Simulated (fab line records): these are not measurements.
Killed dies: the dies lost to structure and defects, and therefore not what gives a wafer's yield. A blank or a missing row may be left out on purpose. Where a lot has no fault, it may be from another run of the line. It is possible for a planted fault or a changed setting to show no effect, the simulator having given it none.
A sampling plan put to the test	flow sky130	one fab line, 19 faults that these records tell of, each judged on the records of the lots that it struck
The plan is the line's own looks: the steps of the route at which a gauge or an inspection reads the wafer and doesn't change it. Where struck wafers have a number at a look and the file lists that look's usual mean and standard deviation on fault-free wafers, the look can be judged. Caught: a look later than the fault's first step finds the struck wafers' mean 4 or more of those standard deviations (sigma) from the usual mean. On the tool: the test repeated on the tool's own readings taken at the fault's steps. Caught also covers a different recipe on the struck wafers, or a record left blank for those wafers only.

== THE FAULTS, as the simulator had put them in ==
1. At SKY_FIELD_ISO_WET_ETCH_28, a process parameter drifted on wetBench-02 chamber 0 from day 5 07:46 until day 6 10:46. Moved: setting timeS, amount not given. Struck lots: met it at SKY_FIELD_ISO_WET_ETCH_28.
2. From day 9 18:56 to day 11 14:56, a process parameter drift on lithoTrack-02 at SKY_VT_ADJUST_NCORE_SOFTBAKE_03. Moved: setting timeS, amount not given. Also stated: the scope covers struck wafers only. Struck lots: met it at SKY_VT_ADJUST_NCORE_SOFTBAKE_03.
3. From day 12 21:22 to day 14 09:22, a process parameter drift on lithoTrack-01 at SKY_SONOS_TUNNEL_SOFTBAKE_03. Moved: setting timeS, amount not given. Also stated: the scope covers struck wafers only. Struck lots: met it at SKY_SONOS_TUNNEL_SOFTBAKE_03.
4. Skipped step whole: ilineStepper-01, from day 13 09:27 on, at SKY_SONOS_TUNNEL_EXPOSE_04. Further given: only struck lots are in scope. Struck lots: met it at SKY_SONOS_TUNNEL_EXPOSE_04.
5. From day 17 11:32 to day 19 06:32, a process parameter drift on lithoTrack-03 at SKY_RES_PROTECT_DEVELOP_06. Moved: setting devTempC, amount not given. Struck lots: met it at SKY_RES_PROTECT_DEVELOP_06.
6. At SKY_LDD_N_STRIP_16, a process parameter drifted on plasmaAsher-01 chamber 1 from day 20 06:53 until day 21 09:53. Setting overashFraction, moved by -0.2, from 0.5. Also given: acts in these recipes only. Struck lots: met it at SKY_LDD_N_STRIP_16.
7. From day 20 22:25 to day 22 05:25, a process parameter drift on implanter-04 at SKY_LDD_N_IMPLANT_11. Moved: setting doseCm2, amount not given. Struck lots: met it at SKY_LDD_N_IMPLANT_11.
8. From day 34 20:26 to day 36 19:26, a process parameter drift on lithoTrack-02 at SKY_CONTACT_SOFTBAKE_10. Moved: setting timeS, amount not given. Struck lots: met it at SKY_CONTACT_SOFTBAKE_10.
9. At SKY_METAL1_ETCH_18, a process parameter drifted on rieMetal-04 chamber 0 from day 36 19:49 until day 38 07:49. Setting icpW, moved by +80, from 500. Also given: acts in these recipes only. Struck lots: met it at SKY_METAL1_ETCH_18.
10. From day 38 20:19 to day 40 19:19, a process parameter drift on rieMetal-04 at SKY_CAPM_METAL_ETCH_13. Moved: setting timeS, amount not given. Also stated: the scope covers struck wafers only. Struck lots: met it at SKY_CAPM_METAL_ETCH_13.
11. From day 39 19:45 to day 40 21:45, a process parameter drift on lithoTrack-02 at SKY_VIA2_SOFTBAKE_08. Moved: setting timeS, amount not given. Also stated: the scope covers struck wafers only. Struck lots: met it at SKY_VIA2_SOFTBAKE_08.
12. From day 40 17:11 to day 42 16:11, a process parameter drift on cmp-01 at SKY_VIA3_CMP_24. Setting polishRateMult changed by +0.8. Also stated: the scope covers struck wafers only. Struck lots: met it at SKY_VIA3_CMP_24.
13. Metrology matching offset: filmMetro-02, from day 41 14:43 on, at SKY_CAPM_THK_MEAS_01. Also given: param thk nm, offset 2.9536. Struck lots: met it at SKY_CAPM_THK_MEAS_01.
14. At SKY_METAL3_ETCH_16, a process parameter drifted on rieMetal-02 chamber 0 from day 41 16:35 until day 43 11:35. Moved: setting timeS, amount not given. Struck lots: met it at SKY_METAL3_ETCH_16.
15. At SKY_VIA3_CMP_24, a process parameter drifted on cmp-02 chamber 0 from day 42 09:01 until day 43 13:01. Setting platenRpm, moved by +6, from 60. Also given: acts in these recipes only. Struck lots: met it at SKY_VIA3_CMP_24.
16. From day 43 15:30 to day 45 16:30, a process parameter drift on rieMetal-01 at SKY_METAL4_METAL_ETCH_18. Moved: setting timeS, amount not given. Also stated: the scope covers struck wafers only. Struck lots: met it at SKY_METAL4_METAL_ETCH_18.
17. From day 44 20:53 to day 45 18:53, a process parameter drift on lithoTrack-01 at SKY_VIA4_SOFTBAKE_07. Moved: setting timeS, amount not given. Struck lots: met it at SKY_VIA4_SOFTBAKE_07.
18. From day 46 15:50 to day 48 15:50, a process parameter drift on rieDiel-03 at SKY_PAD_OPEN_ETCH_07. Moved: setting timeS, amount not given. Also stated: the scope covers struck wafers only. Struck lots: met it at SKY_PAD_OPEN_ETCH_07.
19. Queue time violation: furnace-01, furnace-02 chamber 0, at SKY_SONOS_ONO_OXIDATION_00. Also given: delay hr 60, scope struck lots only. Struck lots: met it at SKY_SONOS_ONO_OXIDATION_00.

== WHAT THE PLAN SAW ==
fault	on the tool itself	first look that catches it	reading, sigma	median hours from its first step to that look	hours from the fault's start to the first struck lot there	judged looks passed uncaught
1	runLengthS -8.1 sigma	no look after it can be judged	-	-	-	0
2	heaterPowerTotalW +9.7 sigma	no look after it can be judged	-	-	-	0
3	heaterPowerTotalW +12 sigma	no look after it can be judged	-	-	-	0
4	no reading that can be judged	no look after it can be judged	-	-	-	0
5	developerTempC -9.5 sigma	not the one look that can be judged after it	-	-	-	1
6	under 2 sigma	no look after it can be judged	-	-	-	0
7	doseIonsCm2 -99 or beyond sigma	not the one look that can be judged after it	-	-	-	1
8	runLengthS -99 or beyond sigma	no look after it can be judged	-	-	-	0
9	rfFwdPowerW +43 sigma	no look after it can be judged	-	-	-	0
10	runLengthS +8.2 sigma	no look after it can be judged	-	-	-	0
11	runLengthS -31 sigma	no look after it can be judged	-	-	-	0
12	timeToEndpointS -10 sigma	no look after it can be judged	-	-	-	0
13	CAPM_CVD_00_THK +13 sigma	no look after it can be judged	-	-	-	0
14	runLengthS -41 sigma	no look after it can be judged	-	-	-	0
15	platenRpm +99 or beyond sigma	no look after it can be judged	-	-	-	0
16	runLengthS +31 sigma	no look after it can be judged	-	-	-	0
17	heaterPowerTotalW +32 sigma	not the one look that can be judged after it	-	-	-	1
18	runLengthS -13 sigma	no look after it can be judged	-	-	-	0
19	under 2 sigma	no look after it can be judged	-	-	-	0
Dash: fault not caught, or number not given in these records.

Caught at a look: 0 of 19. Caught on the tool: 16 of 19. By one or the other: 16 of 19.
On the tool alone, faults 1, 2, 3, 5, 7, 8, 9, 10, 11, 12, 13, 14, 15, 16, 17, 18 were caught.
Caught by neither: faults 4, 6, 19.
